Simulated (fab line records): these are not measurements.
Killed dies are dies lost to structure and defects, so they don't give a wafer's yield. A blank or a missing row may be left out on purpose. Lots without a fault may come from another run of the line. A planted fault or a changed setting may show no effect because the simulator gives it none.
8D (eight disciplines) problem report, filled in by code ; flow gf180mcu ; the parts of the form that need people (team, actions taken, sign-off) are left out

== 1. THE ISSUE ==
Wafers free of any fault read 1347 (standard deviation 11) for DNWELL_TW at GF_DNWELL_TW_MEAS_09, against a mean of 1505 on 6 wafers of 2 lots. Measured from the usual mean, that is +14 standard deviations.
Seen first at day 4 07:33 on film-metro-01, wafer L832.1. The record has a number at this step for 39 wafers belonging to 13 lots. The rule behind "out" and "out of limits": a value lying over 4 standard deviations away from the usual mean. The rest of the wafers with a number are treated as sound.

== 2. WHAT IT IS, WHAT IT ISN'T ==
question;is;is not
which readings at this step;DNWELL_TW;-
which lots;L832, L836;L826, L827, L828, L831, L837, L839, L840, L841, L842, L843, L848
which wafers of those lots;all that have a number;-
read on which gauges;film-metro-01;film-metro-02, film-metro-03
when;from day 4 07:33;"up to then (12 sound wafers); but 21 sound wafers of L837, L839, L840, L841, L842, L843, L848 came after"

== 3. THE SUSPECTS, EACH WITH WHAT RULES IT OUT ==
Counting: a tool at a process step up to the reading stays a suspect if it ran every lot that is out and no sound lot after the first of them.
- the gauge at GF_DNWELL_TW_MEAS_09 is ruled out. All the wafers that are out were read on film-metro-01, but those of them that GF_DNWELL_IMPLANT_07 has rows for are out there too, on other tools.
- implanter-02 at GF_DNWELL_IMPLANT_07: kept. All lots that are out passed through it, beginning with L832 at day 4 07:18, and no sound lot followed; its final sound lot before that point was L831 at day 4 01:39. On those wafers its own readings are out: tilt-deg.
The count leaves implanter-02 at GF_DNWELL_IMPLANT_07.

== 4. THE CAUSE (what the simulator had put in) ==
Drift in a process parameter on implanter-02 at GF_DNWELL_IMPLANT_07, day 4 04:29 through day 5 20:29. From 0, the setting tilt-deg moved by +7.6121. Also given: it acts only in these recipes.
This tool alone remained once counting was done.

== 5. SEQUENCE OF EFFECTS, ordered by route ==
One row per reading whose mean, taken over the struck wafers that have a number, lies over 3 standard deviations from the usual. Readings are gone through only where the record gives a usual standard deviation; hours: the median, over the lots, of the time from a lot's start at the first step in this table giving one to that lot's start at this step; sigmas: the change measured in usual standard deviations.
hours;step;reading;usual;on struck wafers;change;sigmas
0;GF_DNWELL_IMPLANT_07;tilt-deg;-0.003 degrees;7.604;+7.607;+99 or more
0;GF_DNWELL_TW_MEAS_09;DNWELL_TW;1347;1505;+158;+14
Its process steps:
- GF_DNWELL_IMPLANT_07
Later steps that measure or inspect, where all struck wafers having a row at the step show a number for every such reading and not one has moved that far: GF_NWELL_OVL_MEAS_07.

== 6. HOW IT WOULD HAVE BEEN CAUGHT EARLIER ==
3 hours passed between the start of the fault at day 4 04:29 and the first reading out of limits at a measuring or inspecting step in this record, taken at day 4 07:33.
Tool's own readings at GF_DNWELL_IMPLANT_07, tilt-deg: out on all struck wafers the step has rows for; an alarm limit on them would have tripped on the first.
Lots out: 2; of these, L836 started GF_DNWELL_IMPLANT_07 on implanter-02 after day 4 07:33. Holding the tool at that time would have saved it.
